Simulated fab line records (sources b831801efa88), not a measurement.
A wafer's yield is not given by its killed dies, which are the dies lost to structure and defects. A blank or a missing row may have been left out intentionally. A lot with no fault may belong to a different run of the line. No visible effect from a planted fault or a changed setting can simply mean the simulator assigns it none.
fab line records | flow gf180mcu
record: lots: 12 | wafers: 35 | lastDay: 34
route steps=602 shown M2@364 V2@397 V3@431 M4@459
lots with no fault: from the same line, run without faults
startH: start of the lot's first displayed wafer, in hours after the record's first day | waitH: time in hours since the lot's previous step | " the same as in the row above | L1.1+2: a single row standing in for several wafers | - no value, or no start given | * or withheld: withheld | < > ~ a bound
route shown NAME@n: a module of which the file shows steps, and the number in the route of the first | usual: mean and standard deviation over wafers with no fault | same: alike in all rows | chamber/n: place in a boat | sites: the reading at each site | _std_site: standard deviation of those values | _edge_site: mean of outer sites minus mean of inner sites | radiusMm: for every site, how far away it sits from the centre of the wafer | mask NAME#n: copy n | behind: the last tool/chamber to shape the wafer | hold: reason for holding the lot/hours on hold/outcome of the hold | device: whichever transistor did not switch (one of n, p or np) | end of line: tests of these same wafers at the route's end | for a step that has no rows: nothing shown but its recipe | killed: not the wafer's yield, but the dies lost to structure and defects at the first sort | map: the dies of a wafer, with x for killed, . for not killed, _ for no die there
set.NAME: the run value of the setting; set.NAME@STEP: its run value at that earlier step | model.NAME: the simulator's own value behind a step, which no gauge read
a sample of lots followed through the steps of the route, with each step as a table and each wafer as a row
services: when a tool's chamber went out of use (startH, in hours from the record's first day, below 0 if earlier), for how many hours, and the reason
== steps ==
step: GF_M2_SPUTTER_02
recipe: material: AlCu | targetThkNm: 450 | powerW: 10600 | timeS: 23.9 | chamberPressurePa: 0.4
usual: throttleValvePct: 30.1/1.2
lot.wafer | tool          | chamber | startH | waitH | throttleValvePct
L151.3    | pvdSputter-02 | -       | 419.24 | 0.0   | 30.9
L151.5    | "             | -       | "      | "     | 32.3
L151.6    | "             | -       | "      | "     | 30.4
L152.1    | pvdSputter-04 | -       | 433.00 | 0.0   | 29.2
L152.2    | "             | -       | "      | "     | 30.0
L152.3    | "             | -       | "      | "     | 28.9
L158.1    | pvdSputter-04 | -       | 487.76 | 0.0   | 28.2
L158.2    | "             | -       | "      | "     | 29.0
L158.6    | "             | -       | "      | "     | 28.4
L161.1    | pvdSputter-03 | -       | 506.28 | 0.0   | 29.1
L161.2    | "             | -       | "      | "     | 30.1
L161.4    | "             | -       | "      | "     | 29.3
L163.1    | pvdSputter-04 | -       | 526.80 | 0.0   | 28.9
L163.2    | "             | -       | "      | "     | 28.2
L163.4    | "             | -       | "      | "     | 28.7
L164.4    | pvdSputter-02 | -       | 529.73 | 0.0   | 32.2
L164.5    | "             | -       | "      | "     | 30.4
L164.6    | "             | -       | "      | "     | 31.4
L166.2    | pvdSputter-02 | -       | 548.14 | 0.0   | 30.8
L166.5    | "             | -       | "      | "     | 30.5
L166.6    | "             | -       | "      | "     | 31.5
L167.4    | pvdSputter-02 | -       | 558.84 | 0.0   | 32.3
L167.5    | "             | -       | "      | "     | 30.6
L167.6    | "             | -       | "      | "     | 32.3
L168.1    | pvdSputter-02 | -       | 564.47 | 0.0   | 32.4
L168.4    | "             | -       | "      | "     | 31.7
L168.5    | "             | -       | "      | "     | 30.7
L172.3    | pvdSputter-02 | -       | 586.23 | 0.0   | 32.4
L172.5    | "             | -       | "      | "     | 32.2
L172.6    | "             | -       | "      | "     | 30.7
L173.1    | pvdSputter-02 | -       | 590.60 | 0.0   | 32.3
L173.5    | "             | -       | "      | "     | 30.5
L174.4    | pvdSputter-03 | -       | 592.18 | 0.0   | 30.1
L174.5    | "             | -       | "      | "     | 29.5
L174.6    | "             | -       | "      | "     | 28.8
step: GF_V2_OVL_MEAS_15
usual: V2_OVL: -5/5.1
lot.wafer | tool       | chamber | startH | waitH | V2_OVL[nm]
L151.3    | overlay-02 | -       | 468.61 | 0.1   | -2
L151.5    | "          | -       | "      | "     | -4
L151.6    | "          | -       | "      | "     | -12
L152.1    | overlay-02 | -       | 482.25 | 0.1   | -13
L152.2    | "          | -       | "      | "     | -11
L152.3    | "          | -       | "      | "     | -9
L158.1    | overlay-02 | -       | 535.35 | 0.1   | -3
L158.2    | "          | -       | "      | "     | -6
L158.6    | "          | -       | "      | "     | -2
L161.1    | overlay-02 | -       | 554.30 | 0.1   | -15
L161.2    | "          | -       | "      | "     | -7
L161.4    | "          | -       | "      | "     | -6
L163.1    | overlay-01 | -       | 572.90 | 0.1   | 0
L163.2    | "          | -       | "      | "     | -5
L163.4    | "          | -       | "      | "     | -4
L164.4    | overlay-02 | -       | 575.42 | 0.1   | -3
L164.5    | "          | -       | "      | "     | -3
L164.6    | "          | -       | "      | "     | -5
L166.2    | overlay-01 | -       | 592.20 | 0.1   | -6
L166.5    | "          | -       | "      | "     | -5
L166.6    | "          | -       | "      | "     | -5
L167.4    | overlay-02 | -       | 603.26 | 0.1   | -3
L167.5    | "          | -       | "      | "     | 0
L167.6    | "          | -       | "      | "     | 4
L168.1    | overlay-01 | -       | 609.80 | 0.1   | 0
L168.4    | "          | -       | "      | "     | -8
L168.5    | "          | -       | "      | "     | -5
L172.3    | overlay-01 | -       | 629.51 | 0.1   | -8
L172.5    | "          | -       | "      | "     | -7
L172.6    | "          | -       | "      | "     | 2
L173.1    | overlay-02 | -       | 632.80 | 0.1   | 4
L173.5    | "          | -       | "      | "     | 0
L174.4    | overlay-01 | -       | 634.42 | 0.1   | -1
L174.5    | "          | -       | "      | "     | -6
L174.6    | "          | -       | "      | "     | 3
step: GF_V3_CVD_02
recipe: material: SiO2 | targetThkNm: 850 | precursor: TEOS | tempC: 400 | timeS: 94.851 | rfW: 600
usual: heaterPowerOuterW: 402/65 | heaterPowerW: 694/90 | susceptorTempC: 400.00/0.22
lot.wafer | tool     | chamber | startH | waitH | heaterPowerOuterW | heaterPowerW | susceptorTempC
L151.3    | pecvd-02 | 0       | 494.97 | 0.0   | 307               | 515          | 400.02
L151.5    | "        | 1       | "      | "     | 422               | 734          | 399.98
L151.6    | "        | 0       | "      | "     | 348               | 566          | 399.61
L152.1    | pecvd-04 | 1       | 508.26 | 0.1   | 430               | 722          | 399.95
L152.2    | "        | 2       | "      | "     | 396               | 680          | 399.81
L152.3    | "        | 0       | "      | "     | 420               | 685          | 400.26
L158.1    | pecvd-04 | 2       | 560.51 | 0.1   | 477               | 798          | 399.73
L158.2    | "        | 1       | "      | "     | 349               | 618          | 399.99
L158.6    | "        | 1       | "      | "     | 405               | 692          | 400.27
L161.1    | pecvd-04 | 2       | 579.30 | 0.1   | 475               | 822          | 399.98
L161.2    | "        | 1       | "      | "     | 432               | 723          | 400.11
L161.4    | "        | 1       | "      | "     | 460               | 768          | 399.89
L163.1    | pecvd-02 | 2       | 596.50 | 0.1   | 446               | 823          | 400.01
L163.2    | "        | 1       | "      | "     | 447               | 746          | 400.00
L163.4    | "        | 1       | "      | "     | 451               | 766          | 400.04
L164.4    | pecvd-01 | 2       | 598.72 | 0.1   | 333               | 669          | 400.08
L164.5    | "        | 1       | "      | "     | 547               | 872          | 400.16
L164.6    | "        | 0       | "      | "     | 357               | 612          | 400.50
L166.2    | pecvd-01 | 2       | 615.50 | 0.0   | 315               | 637          | 399.83
L166.5    | "        | 0       | "      | "     | 294               | 530          | 399.86
L166.6    | "        | 1       | "      | "     | 557               | 891          | 400.05
L167.4    | pecvd-02 | 2       | 626.28 | 0.1   | 389               | 752          | 400.13
L167.5    | "        | 0       | "      | "     | 294               | 514          | 400.00
L167.6    | "        | 1       | "      | "     | 453               | 756          | 399.95
L168.1    | pecvd-02 | 0       | 632.73 | 0.1   | 314               | 521          | 400.00
L168.4    | "        | 0       | "      | "     | 346               | 573          | 399.98
L168.5    | "        | 2       | "      | "     | 386               | 704          | 399.66
L172.3    | pecvd-02 | 0       | 651.93 | 0.0   | 385               | 632          | 399.97
L172.5    | "        | 0       | "      | "     | 302               | 508          | 399.85
L172.6    | "        | 1       | "      | "     | 338               | 605          | 400.24
L173.1    | pecvd-04 | 1       | 655.23 | 0.1   | 365               | 656          | 399.72
L173.5    | "        | 2       | "      | "     | 441               | 778          | 399.84
L174.4    | pecvd-04 | 2       | 657.15 | 0.1   | 481               | 814          | 400.40
L174.5    | "        | 1       | "      | "     | 318               | 598          | 400.38
L174.6    | "        | 0       | "      | "     | 349               | 585          | 400.49
step: GF_V3_THK_MEAS_03
recipe: reads: SiO2_of_V3_CVD_02
usual: V3_CVD_02_THK: 850/11
lot.wafer | tool         | chamber | startH | waitH | V3_CVD_02_THK[nm]
L151.3    | filmMetro-01 | -       | 495.06 | 0.1   | 835
L151.5    | "            | -       | "      | "     | 856
L151.6    | "            | -       | "      | "     | 851
L152.1    | filmMetro-01 | -       | 508.33 | 0.0   | 854
L152.2    | "            | -       | "      | "     | 835
L152.3    | "            | -       | "      | "     | 852
L158.1    | filmMetro-03 | -       | 560.58 | 0.0   | 1473
L158.2    | "            | -       | "      | "     | 1485
L158.6    | "            | -       | "      | "     | 1501
L161.1    | filmMetro-01 | -       | 579.37 | 0.0   | 1478
L161.2    | "            | -       | "      | "     | 1474
L161.4    | "            | -       | "      | "     | 1505
L163.1    | filmMetro-01 | -       | 596.57 | 0.0   | 843
L163.2    | "            | -       | "      | "     | 850
L163.4    | "            | -       | "      | "     | 855
L164.4    | filmMetro-04 | -       | 598.79 | 0.0   | 851
L164.5    | "            | -       | "      | "     | 854
L164.6    | "            | -       | "      | "     | 846
L166.2    | filmMetro-01 | -       | 615.58 | 0.0   | 852
L166.5    | "            | -       | "      | "     | 851
L166.6    | "            | -       | "      | "     | 871
L167.4    | filmMetro-04 | -       | 626.35 | 0.0   | 852
L167.5    | "            | -       | "      | "     | 852
L167.6    | "            | -       | "      | "     | 840
L168.1    | filmMetro-01 | -       | 632.80 | 0.0   | 844
L168.4    | "            | -       | "      | "     | 844
L168.5    | "            | -       | "      | "     | 852
L172.3    | filmMetro-04 | -       | 652.02 | 0.1   | 828
L172.5    | "            | -       | "      | "     | 848
L172.6    | "            | -       | "      | "     | 855
L173.1    | filmMetro-04 | -       | 655.30 | 0.0   | 848
L173.5    | "            | -       | "      | "     | 861
L174.4    | filmMetro-01 | -       | 657.22 | 0.0   | 832
L174.5    | "            | -       | "      | "     | 840
L174.6    | "            | -       | "      | "     | 864
step: GF_V3_CMP_04
recipe: material: SiO2 | downForcePsi: 4 | platenRpm: 60 | padVelocityMS: 0.94248
usual: motorCurrentA: 11.7/1.1 | slurryFlowMlMin: 150.0/0.44 | timeToEndpointS: 81/5.1
lot.wafer | tool   | chamber | startH | waitH | motorCurrentA | slurryFlowMlMin | timeToEndpointS
L151.3    | cmp-01 | 2       | 495.10 | 0.0   | 13.2          | 150.2           | 73
L151.5    | "      | 2       | "      | "     | 13.1          | 149.9           | 82
L151.6    | "      | 3       | "      | "     | 11.6          | 150.7           | 80
L152.3    | cmp-02 | 0       | 508.44 | 0.1   | 12.1          | 150.1           | 84
L152.1    | "      | 1       | "      | "     | 11.1          | 150.1           | 83
L152.2    | "      | 2       | "      | "     | 13.1          | 150.1           | 76
L158.1    | cmp-01 | 1       | 560.69 | 0.1   | 11.5          | 150.3           | 309
L158.2    | "      | 2       | "      | "     | 13.4          | 149.9           | 316
L158.6    | "      | 1       | "      | "     | 11.5          | 150.1           | 320
L161.4    | cmp-02 | 2       | 579.48 | 0.1   | 12.9          | 150.4           | 314
L161.2    | "      | 3       | "      | "     | 10.7          | 150.5           | 315
L161.1    | "      | 0       | "      | "     | 12.2          | 150.0           | 308
L163.2    | cmp-02 | 0       | 596.63 | 0.0   | 12.5          | 150.1           | 88
L163.1    | "      | 1       | "      | "     | 11.5          | 149.6           | 80
L163.4    | "      | 3       | "      | "     | 10.0          | 150.3           | 92
L164.4    | cmp-02 | 1       | 598.92 | 0.1   | 11.0          | 149.5           | 78
L164.6    | "      | 3       | "      | "     | 10.0          | 149.7           | 84
L164.5    | "      | 0       | "      | "     | 12.1          | 150.4           | 86
L166.2    | cmp-02 | 0       | 615.68 | 0.1   | 12.6          | 149.6           | 84
L166.5    | "      | 3       | "      | "     | 10.2          | 149.5           | 88
L166.6    | "      | 0       | "      | "     | 12.4          | 149.9           | 89
L167.4    | cmp-01 | 1       | 626.38 | 0.0   | 11.6          | 150.0           | 78
L167.5    | "      | 1       | "      | "     | 11.5          | 150.0           | 78
L167.6    | "      | 2       | "      | "     | 12.9          | 149.7           | 76
L168.4    | cmp-01 | 0       | 632.86 | 0.0   | 11.0          | 150.0           | 80
L168.1    | "      | 3       | "      | "     | 11.4          | 150.5           | 80
L168.5    | "      | 1       | "      | "     | 11.6          | 150.6           | 82
L172.3    | cmp-01 | 0       | 652.21 | 0.2   | 10.4          | 150.4           | 71
L172.5    | "      | 1       | "      | "     | 11.7          | 150.4           | 77
L172.6    | "      | 2       | "      | "     | 13.1          | 149.9           | 82
L173.1    | cmp-02 | 1       | 655.46 | 0.1   | 10.8          | 150.2           | 75
L173.5    | "      | 0       | "      | "     | 12.1          | 150.2           | 84
L174.4    | cmp-01 | 2       | 657.25 | 0.0   | 13.4          | 150.2           | 79
L174.5    | "      | 2       | "      | "     | 13.0          | 150.9           | 78
L174.6    | "      | 3       | "      | "     | 11.6          | 150.0           | 89
step: GF_M4_SPUTTER_03
recipe: material: Ti | targetThkNm: 10 | substrateTempC: 300 | chamberPressurePa: 0.3 | powerW: 3000 | timeS: 6.7
usual: throttleValvePct: 30.1/1.2
lot.wafer | tool          | chamber | startH | waitH | throttleValvePct
L151.3    | pvdSputter-02 | -       | 520.52 | 0.0   | 30.8
L151.5    | "             | -       | "      | "     | 32.4
L151.6    | "             | -       | "      | "     | 30.7
L152.1    | pvdSputter-02 | -       | 532.70 | 0.0   | 30.4
L152.2    | "             | -       | "      | "     | 32.2
L152.3    | "             | -       | "      | "     | 31.6
L158.1    | pvdSputter-04 | -       | 584.37 | 0.0   | 28.7
L158.2    | "             | -       | "      | "     | 30.0
L158.6    | "             | -       | "      | "     | 29.7
L161.1    | pvdSputter-02 | -       | 601.70 | 0.0   | 30.5
L161.2    | "             | -       | "      | "     | 30.7
L161.4    | "             | -       | "      | "     | 32.5
L163.1    | pvdSputter-03 | -       | 620.48 | 0.0   | 29.0
L163.2    | "             | -       | "      | "     | 29.8
L163.4    | "             | -       | "      | "     | 29.6
L164.4    | pvdSputter-03 | -       | 621.42 | 0.0   | 29.4
L164.5    | "             | -       | "      | "     | 29.0
L164.6    | "             | -       | "      | "     | 29.0
L166.2    | pvdSputter-02 | -       | 637.87 | 0.0   | 30.6
L166.5    | "             | -       | "      | "     | 31.0
L166.6    | "             | -       | "      | "     | 32.2
L167.4    | pvdSputter-04 | -       | 648.35 | 0.0   | 29.1
L167.5    | "             | -       | "      | "     | 28.9
L167.6    | "             | -       | "      | "     | 29.9
L168.1    | pvdSputter-03 | -       | 654.37 | 0.0   | 30.2
L168.4    | "             | -       | "      | "     | 29.4
L168.5    | "             | -       | "      | "     | 29.5
L172.3    | pvdSputter-03 | -       | 673.16 | 0.0   | 28.8
L172.5    | "             | -       | "      | "     | 28.8
L172.6    | "             | -       | "      | "     | 29.4
L173.1    | pvdSputter-03 | -       | 676.67 | 0.0   | 28.9
L173.5    | "             | -       | "      | "     | 29.0
L174.4    | pvdSputter-03 | -       | 678.43 | 0.0   | 28.8
L174.5    | "             | -       | "      | "     | 29.5
L174.6    | "             | -       | "      | "     | 28.8
== services ==
tool          | chamber | startH | hours | kind
cmp-02        | -       | 395.36 | 11.5  | repair
pecvd-02      | -       | 396.75 | 0.8   | repair
cmp-02        | -       | 406.89 | 4.0   | pm
pvdSputter-04 | -       | 425.06 | 2.2   | repair
cmp-02        | -       | 428.24 | 7.9   | pm
cmp-01        | -       | 436.16 | 4.2   | pm
cmp-02        | -       | 436.51 | 1.5   | repair
cmp-01        | -       | 484.59 | 4.4   | repair
pvdSputter-04 | -       | 488.34 | 0.9   | repair
cmp-01        | -       | 489.54 | 0.8   | repair
cmp-02        | -       | 495.87 | 0.3   | repair
pvdSputter-02 | -       | 502.56 | 5.7   | repair
pvdSputter-02 | -       | 518.42 | 1.9   | repair
pvdSputter-02 | -       | 553.70 | 1.5   | repair
cmp-01        | -       | 562.56 | 1.8   | repair
pecvd-02      | 1       | 562.99 | 6.6   | repair
pecvd-02      | 0       | 574.69 | 19.9  | repair
cmp-01        | -       | 582.82 | 4.0   | pm
pecvd-02      | -       | 601.77 | 1.3   | repair
cmp-01        | -       | 609.71 | 4.5   | pm
cmp-02        | -       | 624.23 | 3.9   | pm
cmp-02        | -       | 642.88 | 2.6   | repair
pvdSputter-02 | -       | 663.04 | 15.7  | repair
pvdSputter-04 | -       | 675.04 | 2.7   | repair
== key ==
firstSign: step: GF_V3_THK_MEAS_03 | reading: V3_CVD_02_THK | direction: up | sigmas: 56 | usual: 850 | struck: 1486
effect: step: GF_V3_CMP_04 | reading: timeToEndpointS | direction: up | sigmas: 46 | usual: * | struck: *
metAt GF_V3_CVD_02
struckLots L158,L161
notActingAt GF_M2_SPUTTER_02,GF_V2_OVL_MEAS_15,GF_M4_SPUTTER_03
onsetBetween 508.26 560.51
fault: kind: processParameterDrift | tool: pecvd-04 | chamber: - | onsetH: 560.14 | steps: GF_V3_CVD_02 | channel: targetThkNm | offset: 632.5 | shape: step | endH: 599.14 | actsIn: theseRecipesOnly | stated: 850
